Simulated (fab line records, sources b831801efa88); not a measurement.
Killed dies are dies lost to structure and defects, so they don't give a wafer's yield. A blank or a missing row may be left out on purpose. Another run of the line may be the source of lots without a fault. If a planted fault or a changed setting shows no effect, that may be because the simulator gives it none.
2 desks, one fault + flow sky130 + each desk holds nothing but its own numbers, with what lay behind them at the end

## METROLOGY DESK
What the gauges read for every lot (on any tool): the sampled wafers with a number, averaged. Marked OUT: a lot whose mean sits more than 4 standard deviations from the usual mean, which makes it out of limits; the brackets give that distance.
Columns: A = CONTACT_BOW at SKY_CONTACT_BOW_MEAS_05, usual 84 um; B = cd nm at SKY_CONTACT_CD_MEAS_14, usual 169.9 nm
| lot  | first seen here | A  | B     |
|------|-----------------|----|-------|
| L847 | day 30 15:32    | 82 | 171.1 |
| L849 | day 31 09:20    | 81 | 169.3 |
| L851 | day 31 16:58    | 84 | 167.5 |
| L858 | day 34 09:16    | 85 | 171.3 |
| L859 | day 34 11:42    | 80 | 170.9 |
| L860 | day 34 20:02    | 76 | 168.4 |
| L862 | day 35 15:43    | 93 | 170.2 |
| L864 | day 36 12:28    | 79 | 167.6 |
| L865 | day 36 13:18    | 92 | 170.1 |
| L866 | day 36 14:08    | 80 | 167.7 |
| L867 | day 36 20:26    | 86 | 169.2 |
| L868 | day 37 05:10    | 74 | 172.4 |
| L869 | day 37 13:24    | 83 | 170.6 |
| L870 | day 37 23:02    | 97 | 168.8 |
This desk found nothing out of limits on any of the 14 lots.

## FOR THE TOOL OWNER'S DESK: litho track-01
The tool's own readings at SKY_VIA3_COAT_06 (resist thk 60 nm): means of the sampled wafers that have a number, for each lot that ran on this tool. Marked OUT: a lot whose mean sits more than 4 standard deviations from the usual mean, which makes it out of limits; the brackets give that distance.
Columns: A = dispense pressure kPa at SKY_VIA3_COAT_06, usual 51.5 kPa; B = spin speed rpm at SKY_VIA3_COAT_06, usual 2999.9 rpm
| lot  | first seen here | A    | B                        |
|------|-----------------|------|--------------------------|
| L847 | day 39 06:34    | 51.0 | 2999.9                   |
| L851 | day 40 09:53    | 51.0 | 3000.1                   |
| L858 | day 42 16:13    | 50.9 | 3174.9 (+99 or more) OUT |
| L859 | day 42 18:16    | 50.9 | 3174.6 (+99 or more) OUT |
Finding of this desk: L858, L859 out of limits; the first was L858 at day 42 16:13, on spin speed rpm at SKY_VIA3_COAT_06. L847, L851: within limits.

## TAKEN TOGETHER
An alarm could have come from the tool owner's desk at day 42 16:13, on L858, L859.
At the metrology desk, nothing out of limits was observed.
The metrology desk holds a record of L858, L859, inside its limits.
The lots listed all ran SKY_VIA3_COAT_06 on litho track-01.

## WHAT THE SIMULATOR HAD INSERTED
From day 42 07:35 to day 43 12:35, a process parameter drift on litho track-01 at SKY_VIA3_COAT_06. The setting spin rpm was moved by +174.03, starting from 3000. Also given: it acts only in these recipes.
Struck lots among those shown: L858, L859.
Time in hours from fault onset to the first out-of-limits reading at each desk: the tool owner's desk, 9.
